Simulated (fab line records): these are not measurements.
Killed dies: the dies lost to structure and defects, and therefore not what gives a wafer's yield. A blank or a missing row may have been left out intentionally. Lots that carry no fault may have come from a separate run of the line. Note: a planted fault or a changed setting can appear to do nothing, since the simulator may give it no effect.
Problem report in the 8D (eight disciplines) form, filled by code    flow gf180mcu    the parts of the form that need people (team, actions taken, sign-off) are left out

1. PROBLEM STATEMENT
NSD_RS at GF_PSD_RS_MEAS_14 reads a mean of 47.65 ohm/sq on 1 wafer of 1 lot; wafers without a fault read 46.14 ohm/sq with a standard deviation of 0.088. That puts it +17 standard deviations away from the usual mean.
The step: measures by four-point-probe.
Earliest sighting: wafer L490.2 on filmMetro-03 at day 19 05:02. The record holds 35 wafers of 12 lots with a number at this step. The rule behind "out" and "out of limits": a value lying over 4 standard deviations away from the usual mean. The other wafers with a number count as sound.

2. WHAT IT IS; WHAT IT IS NOT
question                     is                 is not
which readings at this step  NSD_RS             -
which lots                   L490               L476, L477, L478, L479, L481, L482, L483, L484, L495, L496, L497
which wafers of those lots   L490.2             L490.6
read on which gauges         filmMetro-03       filmMetro-01, filmMetro-04
when                         from day 19 05:02  up to then (25 sound wafers); but 9 sound wafers of L495, L496, L497 came after

3. WHAT RULES OUT EACH SUSPECT
Counting: a tool at a process step up to the reading stays a suspect if it ran every lot that is out. Sound lots after the first of them don't rule it out here, since some wafers of a struck lot are sound.
- the gauge at GF_PSD_RS_MEAS_14 is ruled out. All the wafers that are out were read on filmMetro-03, but those of them that GF_NSD_STRIP_11 has rows for are out there too, on other tools.
- implanter-03 at GF_NSD_IMPLANT_10: kept. It ran the lot that is out, L490 (day 18 04:23); its last sound lot up to then is L481 (day 15 01:58).
- plasmaAsher-03 at GF_NSD_STRIP_11 (strips in O2/N2): kept. It ran the lot that is out, L490 (day 18 04:31); its last sound lot up to then is L484 (day 15 23:28). On those wafers its own readings are out: stripTimeToEndpointS.
The count leaves plasmaAsher-03 at GF_NSD_STRIP_11 and implanter-03 at GF_NSD_IMPLANT_10.

4. THE CAUSE (what the simulator had put in)
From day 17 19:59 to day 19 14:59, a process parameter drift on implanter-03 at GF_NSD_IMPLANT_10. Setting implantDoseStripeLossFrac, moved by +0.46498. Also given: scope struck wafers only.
Of the 2 suspects that counting leaves, this tool is one.

5. SEQUENCE OF EFFECTS, ordered by route
Each row: a reading where the mean over the struck wafers with a number is more than 3 standard deviations away from the usual. Scope: only readings with a usual standard deviation given in the record; hours: median across lots of the time from each lot's start at the first step in this table that gives one to its start at this step; sigmas: change in usual standard deviations.
hours  step               reading               usual         on struck wafers  change  sigmas
0      GF_NSD_STRIP_11    stripTimeToEndpointS  22.96 s       22.80             -0.16   -4.4
25     GF_PSD_RS_MEAS_14  NSD_RS                46.14 ohm/sq  47.65             +1.51   +17
It contains these process steps:
- GF_NSD_STRIP_11: strips in O2/N2.
Later steps that measure or inspect, where all struck wafers having a row at the step show a number for every such reading and not one has moved that far: GF_CONTACT_CD_MEAS_14.

6. HOW IT WOULD HAVE BEEN CAUGHT EARLIER
33 hours passed between the start of the fault at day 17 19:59 and the first reading out of limits at a measuring or inspecting step in this record, taken at day 19 05:02.
An alarm limit of 4 standard deviations would not have fired on the tool readings at GF_NSD_IMPLANT_10 for which the record gives a usual standard deviation, since none of them was out on any struck wafer.
By day 19 05:02, every lot that is out (1) had started GF_NSD_IMPLANT_10 on implanter-03. A hold on the tool at that time would have spared none of them.
